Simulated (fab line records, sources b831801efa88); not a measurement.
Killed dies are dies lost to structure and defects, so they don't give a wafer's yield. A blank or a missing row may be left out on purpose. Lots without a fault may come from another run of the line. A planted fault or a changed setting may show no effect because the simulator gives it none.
Chamber matching | flow sky130 | SKY_VIA1_ETCH_15 on rie_diel-02: 4 sister chambers
The step etches SiO2 in C4F8/O2/Ar, stops on TiN, target depth 351 nm, time 54 s. 14 wafers are shown with their chamber, then 7 later ones without.

WAFERS WITH THEIR CHAMBER
wafer  | chamber | oes_product_au (a.u.) | rf_fwd_power_W (W)
L880.2 | 3       | 0.983                 | 1493
L880.3 | 1       | 0.979                 | 1486
L880.6 | 0       | 0.976                 | 1485
L885.3 | 2       | 0.983                 | 1487
L885.4 | 3       | 0.985                 | 1484
L885.6 | 2       | 0.988                 | 1488
L884.3 | 3       | 0.971                 | 1490
L884.4 | 0       | 0.979                 | 1486
L884.6 | 0       | 0.982                 | 1479
L886.3 | 0       | 0.987                 | 1496
L886.5 | 1       | 0.982                 | 1487
L886.6 | 0       | 0.989                 | 1490
L889.4 | 1       | 0.984                 | 1483
L889.5 | 0       | 0.973                 | 1491

SIGNATURES (means of the wafers above)
reading        | chamber 0 | chamber 1 | chamber 2 | chamber 3 | scatter within a chamber
oes_product_au | 0.98100   | 0.98167   | 0.98550   | 0.97967   | 0.00578
rf_fwd_power_W | 1487.83   | 1485.33   | 1487.50   | 1489.00   | 4.71
Rule: a wafer's distance from a chamber is the root of the sum, over the readings, of the square of ((its reading less the chamber's mean) divided by the reading's scatter). The wafer belongs to the nearest chamber; if the next one is less than 2 further off, it can't be placed. The scatter: the root of (the sum of the squares of (reading less its chamber's mean) over the shown wafers, divided by (wafers less chambers)).

WAFERS WITHOUT THEIR CHAMBER
wafer  | oes_product_au (a.u.) | rf_fwd_power_W (W)
L889.6 | 0.975                 | 1488
L890.1 | 0.983                 | 1495
L890.3 | 0.973                 | 1485
L890.4 | 0.978                 | 1497
L893.1 | 0.982                 | 1486
L893.3 | 0.981                 | 1491
L893.4 | 0.973                 | 1488

WHICH CHAMBER EACH WENT THROUGH
wafer  | from the rows above               | in truth
L889.6 | can't be placed: 3 or 0 or 1 or 2 | 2
L890.1 | can't be placed: 3 or 0 or 2 or 1 | 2
L890.3 | can't be placed: 3 or 1 or 0 or 2 | 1
L890.4 | can't be placed: 3 or 0 or 2 or 1 | 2
L893.1 | can't be placed: 1 or 0 or 2 or 3 | 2
L893.3 | can't be placed: 3 or 0 or 2 or 1 | 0
L893.4 | can't be placed: 3 or 0 or 1 or 2 | 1
Placed correctly: 0 of 7. Can't be placed from these rows: 7 (the true chamber is among the candidates in 7). Placed wrongly: 0.
